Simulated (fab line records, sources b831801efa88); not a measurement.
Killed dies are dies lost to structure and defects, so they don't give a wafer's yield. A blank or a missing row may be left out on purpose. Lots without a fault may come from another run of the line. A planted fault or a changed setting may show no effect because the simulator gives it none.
A struck lot beside a sound one | flow gf180mcu | 15 steps out of a route of 602
Sound: wafers L717.2, L717.3, L717.5. Struck: wafer L733.2. (L733.1, L733.3 of the same lot were not struck and are left out.) The cause comes at the end.
At each step with rows: each side's tool, then ch and its chambers, then its first start. Under that, the readings that differ: sound wafers | struck wafers | difference of the means | sigmas: that difference in standard deviations of wafers without a fault.
alike: readings whose means differ by less than 2 such deviations, and words and numbers that are the same on both sides. not compared: withheld readings, readings that some wafer has no value for, bounds like >300 that may hide the same value, and numbers for which the record gives no deviation and whose values overlap.
The two part at a step that has a row with sigmas, a row that says differs or no value, or rows on one side only. Numbers that don't overlap but have no deviation are shown without sigmas and don't part them. A reading that every wafer of one side lacks parts them only if that side has two wafers or more.

GF_V5_CMP_04: polishes SiO2.
  sound on cmp-01 ch 1,2, day 27 09:34; struck on cmp-02 ch 0, day 32 04:57
  reading             | sound        | struck | difference | sigmas
  motor_current_A (A) | 9.6 12.5 9.9 | 15.8   | +5.1       | +2
  alike: edge_zone_pressure_frac
GF_V5_BOW_MEAS_05:
  sound on film_metro-03, day 27 09:53; struck on film_metro-03, day 32 05:15
  alike: V5_BOW
then, 8 steps without rows for these wafers: GF_V5_DEHYDRATE_06 (time 60 s); GF_V5_HMDS_07 (prime time 60 s); GF_V5_COAT_08; GF_V5_COAT_09 (resist thk 1000 nm); GF_V5_SOFTBAKE_10 (time 60 s); GF_V5_EXPOSE_11 (exposes mask Via5, target cd 260 nm); GF_V5_PEB_12 (peb time 90 s); GF_V5_DEVELOP_13 (develop time 60 s).
GF_V5_CD_MEAS_14: target cd 260 nm.
  sound on cd_sem-02, day 28 05:40; struck on cd_sem-01, day 32 21:24
  reading    | sound             | struck | difference | sigmas
  cd_nm (nm) | 262.0 261.7 261.9 | 258.7  | -3.2       | -3
GF_V5_OVL_MEAS_15:
  sound on overlay-02, day 28 05:46; struck on overlay-02, day 32 21:31
  alike: V5_OVL
GF_V5_ETCH_16: etches BARC in N2/H2.
  sound on rie_diel-03 ch 1,3, day 28 05:48; struck on rie_diel-03 ch 0, day 32 21:33
  reading    | sound           | struck | difference | sigmas
  bias_w (W) | 100.0 99.6 99.7 | 115.7  | +15.9      | +53
  alike: drypump_motor_current_A, h2_flow_sccm, oes_product_au, throttle_valve_pct
GF_V5_ETCH_17: etches SiO2 in C4F8/O2/Ar, stops on TiN, target depth 855 nm.
  sound on rie_diel-03 ch 1,3; struck on rie_diel-03 ch 0
  alike: bias_w, oes_product_au
GF_PASSIVATION_PROBE_99:
  the record has rows for the sound wafers here (prober-02, day 30 01:44) and none for the struck ones

WHERE THEY PART
First at GF_V5_CMP_04; last, within this record, at GF_PASSIVATION_PROBE_99.

WHY: what the simulator had put in
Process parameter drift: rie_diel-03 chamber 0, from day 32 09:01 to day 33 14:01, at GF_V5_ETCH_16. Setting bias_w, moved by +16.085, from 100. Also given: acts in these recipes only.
